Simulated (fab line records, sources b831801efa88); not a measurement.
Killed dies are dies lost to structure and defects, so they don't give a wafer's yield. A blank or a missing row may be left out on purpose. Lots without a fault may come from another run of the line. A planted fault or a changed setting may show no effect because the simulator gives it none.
A struck lot beside a sound one | flow sfq_line | 14 steps out of a route of 325
Sound: wafers L864.1, L864.5, L864.6. Struck: wafers L861.1, L861.3, L861.4. The cause comes at the end.
At each step with rows: each side's tool, then ch and its chambers, then its first start. Under that, the readings that differ: sound wafers | struck wafers | difference of the means | sigmas: that difference in standard deviations of wafers without a fault.
alike: readings whose means differ by less than 2 such deviations, and words and numbers that are the same on both sides. not compared: withheld readings, readings that some wafer has no value for, bounds like >300 that may hide the same value, and numbers for which the record gives no deviation and whose values overlap.
The two part at a step that has a row with sigmas, a row that says differs or no value, or rows on one side only. Numbers that don't overlap but have no deviation are shown without sigmas and don't part them. A reading that every wafer of one side lacks parts them only if that side has two wafers or more.

first, 3 steps without rows for these wafers: SFQ_TRILAYER_I7_VIA_LITHO_EXPOSE_188 (exposes mask I7, target cd 1000 nm); SFQ_TRILAYER_I7_VIA_LITHO_PEB_190 (peb time 60 s); SFQ_TRILAYER_I7_VIA_LITHO_DEVELOP_189 (time 60 s).
SFQ_I7_OVL_MEAS_947:
  sound on overlay-02, day 71 22:02; struck on overlay-01, day 71 05:04
  alike: I7_OVL
SFQ_TRILAYER_I7_VIA_BARC_OPEN_VIA_ETCH_260: etches BARC in O2, target depth 125 nm, time 41.7 s.
  sound on rie_diel-02 ch 1,3, day 71 22:05; struck on rie_diel-02 ch 0,1,3, day 71 05:06
  alike: drypump_motor_current_A, oes_product_au
  not compared: rf_hours_counter_h
SFQ_TRILAYER_I7_VIA_ETCH_VIA_ETCH_190: etches SiO2 in CHF3, stops on Nb, target depth 260 nm.
  sound on rie_diel-02 ch 1,3, day 71 22:07; struck on rie_diel-02 ch 0,1,3, day 71 05:08
  alike: drypump_motor_current_A, oes_product_au
SFQ_TRILAYER_I7_VIA_STRIP_STRIP_191: strips in O2.
  sound on rie_metal-02 ch 0,1, day 71 22:14; struck on rie_metal-02 ch 0,1, day 71 05:15
  alike: drypump_motor_current_A, oes_product_au
  not compared: rf_hours_counter_h
then, 5 steps without rows for these wafers: SFQ_TRILAYER_I7_VIA_STRIP_SOLV_CLEAN_192 (cleans in NMP, time 600 s); SFQ_TRILAYER_M8_LITHO_LOR_COAT_197; SFQ_TRILAYER_M8_LITHO_LOR_BAKE_198; SFQ_TRILAYER_M8_LITHO_COAT_193 (resist thk 600 nm); SFQ_TRILAYER_M8_LITHO_SOFTBAKE_199.
-- the record jumps here: 3 days lie between the struck wafers' starts before and after --
SFQ_TRILAYER_M8_LITHO_EXPOSE_194: exposes mask M8, target cd 2000 nm.
  sound on krf_scanner-01 ch 0, day 74 08:12; struck on krf_scanner-01, day 73 17:48
  no value came back on the struck wafers for exposure_dose_mJ_cm2, focus_offset_nm (nm), sigma_outer; on the sound wafers exposure_dose_mJ_cm2 reads 14.425 14.423 14.408
  alike: mask
then, 1 step without rows for these wafers: SFQ_TRILAYER_M8_LITHO_PEB_196 (peb time 60 s).

WHERE THEY PART
Only at SFQ_TRILAYER_M8_LITHO_EXPOSE_194, within this record.

WHY: what the simulator had put in
Skipped step whole: krf_scanner-01, from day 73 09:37 on, at SFQ_TRILAYER_M8_LITHO_EXPOSE_194. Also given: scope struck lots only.
